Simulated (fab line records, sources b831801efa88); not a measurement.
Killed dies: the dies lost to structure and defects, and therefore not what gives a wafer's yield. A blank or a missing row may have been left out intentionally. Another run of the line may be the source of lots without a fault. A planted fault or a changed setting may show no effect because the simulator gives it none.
Matching of chambers || flow sfq_line || 4 sister chambers for SFQ_TRILAYER_I4_CMP_CMP_100 on cmp-01
The step polishes SiO2. 4 wafers are shown with their chamber, then 6 later ones without.

== WAFERS, EACH WITH ITS CHAMBER ==
{"wafer": "L746.1", "chamber": 2, "motor_current_A (A)": 10.7}
{"wafer": "L748.6", "chamber": 3, "motor_current_A (A)": 10.7}
{"wafer": "L750.2", "chamber": 1, "motor_current_A (A)": 10.7}
{"wafer": "L750.4", "chamber": 0, "motor_current_A (A)": 9.3}

== WAFERS MISSING THEIR CHAMBER ==
{"wafer": "L750.5", "motor_current_A (A)": 10.7}
{"wafer": "L751.1", "motor_current_A (A)": 10.6}
{"wafer": "L751.4", "motor_current_A (A)": 10.1}
{"wafer": "L751.5", "motor_current_A (A)": 11.1}
{"wafer": "L760.1", "motor_current_A (A)": 10.5}
{"wafer": "L760.5", "motor_current_A (A)": 11.0}

== CHAMBER TAKEN BY EACH ==
{"wafer": "L750.5", "from the rows above": "can't be placed: 1 or 2 or 3", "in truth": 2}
{"wafer": "L751.1", "from the rows above": "can't be placed: 1 or 2 or 3", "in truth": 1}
{"wafer": "L751.4", "from the rows above": "can't be placed: 1 or 2 or 3 or 0", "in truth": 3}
{"wafer": "L751.5", "from the rows above": "can't be placed: 1 or 2 or 3", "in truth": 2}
{"wafer": "L760.1", "from the rows above": "can't be placed: 1 or 2 or 3", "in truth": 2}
{"wafer": "L760.5", "from the rows above": "can't be placed: 1 or 2 or 3", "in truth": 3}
Correctly placed: 0 of 6. Cannot be placed on the basis of these rows: 6; the candidates contain the true chamber in 6. 0 placed wrongly.
How it was worked out, from the rows above alone: a wafer's distance from a chamber is the root of the sum, over the readings, of the square of ((its reading less the chamber's mean) divided by the reading's scatter). If the next closest chamber is less than 2 further off than the closest, the wafer can't be placed; otherwise it belongs to the closest. A chamber's mean is the mean of its shown wafers. The scatter: root of mean squared gap, hidden wafer to nearest shown wafer, with one shown wafer a chamber.
